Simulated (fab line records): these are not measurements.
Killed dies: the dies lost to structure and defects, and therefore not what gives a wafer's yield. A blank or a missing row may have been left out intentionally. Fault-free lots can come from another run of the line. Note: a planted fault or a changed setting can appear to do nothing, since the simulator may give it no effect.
Code-filled problem report in 8D (eight disciplines) form | flow gf180mcu | the parts of the form that need people (team, actions taken, sign-off) are left out

1. WHAT IS WRONG
chamber_pressure_pa at GF_MIM_SPUTTER_07 reads a mean of 0.3853 Pa on 3 wafers of 3 lots; wafers without a fault read 0.4001 Pa with a standard deviation of 0.00074. Measured from the usual mean, that is -20 standard deviations.
The step: material TiN, target thk 60 nm, time 50 s.
Earliest sighting: wafer L465.1 on pvd_sputter-02 at day 28 09:10. The record holds 37 wafers of 13 lots with a number at this step. The rule behind "out" and "out of limits": a value lying over 4 standard deviations away from the usual mean. The other wafers with a number count as sound.

2. WHAT IT IS, WHAT IT ISN'T
question                    | is                     | is not
which readings at this step | chamber_pressure_pa    | throttle_valve_pct
which lots                  | L465, L466, L467       | L454, L459, L460, L461, L462, L468, L469, L472, L473, L475
which wafers of those lots  | L465.1, L466.5, L467.5 | L465.4, L465.5, L466.1, L467.3
read on which tools         | pvd_sputter-02         | pvd_sputter-01, pvd_sputter-04
when                        | from day 28 09:10      | up to then (17 sound wafers); but 17 sound wafers of L466, L467, L468, L469, L472, L473, L475 came after

3. WHAT RULES OUT EACH SUSPECT
Counting: any tool at a process step up to the reading remains a suspect provided it ran every lot that is out. Sound lots after the first of them don't rule it out here, since some wafers of a struck lot are sound.
- pvd_sputter-02 at GF_MIM_SPUTTER_07 (material TiN, target thk 60 nm, time 50 s): kept. Every lot that is out went through it, the first being L465 (day 28 09:10); the last sound lot it ran before that was L461 (day 26 19:36). Out on those wafers are its own readings of chamber_pressure_pa.
Left after counting: pvd_sputter-02 at GF_MIM_SPUTTER_07.

4. THE CAUSE (what the simulator had put in)
Drift in process parameters on pvd_sputter-02 at GF_MIM_SPUTTER_07, starting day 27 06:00. A move of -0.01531 in setting chamber_pressure_pa, from 0.4. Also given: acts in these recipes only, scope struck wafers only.
Only this tool survived the counting.

5. SEQUENCE OF EFFECTS, ordered by route
One row per reading whose mean, taken over the struck wafers that have a number, lies over 3 standard deviations from the usual. Scope: only readings with a usual standard deviation given in the record; hours: median across lots of the time from each lot's start at the first step in this table that gives one to its start at this step; sigmas: change in usual standard deviations.
hours | step              | reading             | usual     | on struck wafers | change  | sigmas
0     | GF_MIM_SPUTTER_07 | chamber_pressure_pa | 0.4001 Pa | 0.3853           | -0.0148 | -20
Here are the process steps it includes:
- GF_MIM_SPUTTER_07: material TiN, target thk 60 nm, time 50 s.

6. HOW IT WOULD HAVE BEEN CAUGHT EARLIER
In this record no reading fell out of limits until day 28 09:10, 27 hours after the fault had begun at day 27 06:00.
